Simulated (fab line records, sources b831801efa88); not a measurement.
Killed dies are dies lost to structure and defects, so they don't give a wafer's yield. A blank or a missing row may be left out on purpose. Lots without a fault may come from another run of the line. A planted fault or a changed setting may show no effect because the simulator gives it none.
Problem report in the 8D (eight disciplines) form, filled by code | flow sky130 | the parts of the form that need people (team, actions taken, sign-off) are left out

1. THE PROBLEM
CONTACT_CVD_00_THK at SKY_CONTACT_THK_MEAS_01 reads a mean of 58.3 nm on 6 wafers of 2 lots; wafers without a fault read 75.3 nm with a standard deviation of 1.2. That is -14 standard deviations from the usual mean.
First seen on wafer L638.1, day 33 12:31, on film_metro-02. The record holds 33 wafers of 11 lots with a number at this step. Rule for "out", or "out of limits": more than 4 standard deviations from the usual mean. The other wafers with a number count as sound.

2. WHAT IT IS AND WHAT IT IS NOT
question                    | is                           | is not
which readings at this step | CONTACT_CVD_00_THK           | -
which lots                  | L638, L643                   | L629, L630, L631, L633, L634, L636, L645, L648, L651
which wafers of those lots  | all that have a number       | -
read on which gauges        | film_metro-02, film_metro-03 | film_metro-04
when                        | from day 33 12:31            | up to then (18 sound wafers); but 9 sound wafers of L645, L648, L651 came after

3. SUSPECTS, AND WHAT RULES EACH OUT
Counting: a tool at a process step up to the reading stays a suspect if it ran every lot that is out and no sound lot after the first of them.
- the gauge at SKY_CONTACT_THK_MEAS_01: ruled out. The wafers that are out were read on 2 gauges (film_metro-02, film_metro-03).
- pecvd-03 at SKY_CONTACT_CVD_00 (deposits Si3N4, target thk 75 nm): kept. It ran every lot that is out, first L638 (day 33 12:29), and no sound lot after that; its last sound lot up to then is L634 (day 32 02:58).
Left after counting: pecvd-03 at SKY_CONTACT_CVD_00.

4. THE CAUSE (what the simulator had put in)
Site profile drift: pecvd-03, from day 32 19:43 on, at SKY_CONTACT_CVD_00. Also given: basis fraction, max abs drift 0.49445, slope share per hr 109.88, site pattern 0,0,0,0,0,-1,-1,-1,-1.
Counting left only this tool.

5. THE CHAIN OF EFFECTS, in route order
Each row: a reading whose mean over the struck wafers that have a number lies more than 3 standard deviations from the usual. Only readings for which the record gives a usual standard deviation are gone through. hours: the time from each lot's start at the first step in this table that gives one to its start at this step, as a median over the lots. sigmas: the change in usual standard deviations.
hours | step                    | reading            | usual      | on struck wafers | change | sigmas
0     | SKY_CONTACT_THK_MEAS_01 | CONTACT_CVD_00_THK | 75.3 nm    | 58.3             | -17.0  | -14
-     | SKY_CONTACT_ETCH_18     | oes_product_au     | 0.856 a.u. | 0.747            | -0.109 | -14
-     | SKY_CONTACT_ETCH_18     | throttle_valve_pct | 8.793 %    | 8.764            | -0.029 | -3.2
The process steps in it:
- SKY_CONTACT_ETCH_18: etches Si3N4 in CHF3/O2, stops on TiN, time 39 s, target depth 75 nm.

6. WHAT WOULD HAVE CAUGHT IT SOONER
In this record the first reading out of limits at a measuring or inspecting step was taken at day 33 12:31, 17 hours after the fault began at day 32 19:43.
Of the tool readings at SKY_CONTACT_CVD_00 for which the record gives a usual standard deviation, none was out on any struck wafer, so an alarm limit of 4 standard deviations on them would not have fired.
Of the lots that are out (2), L643 began SKY_CONTACT_CVD_00 on pecvd-03 after day 33 12:31. A hold on the tool at that time would have spared it.
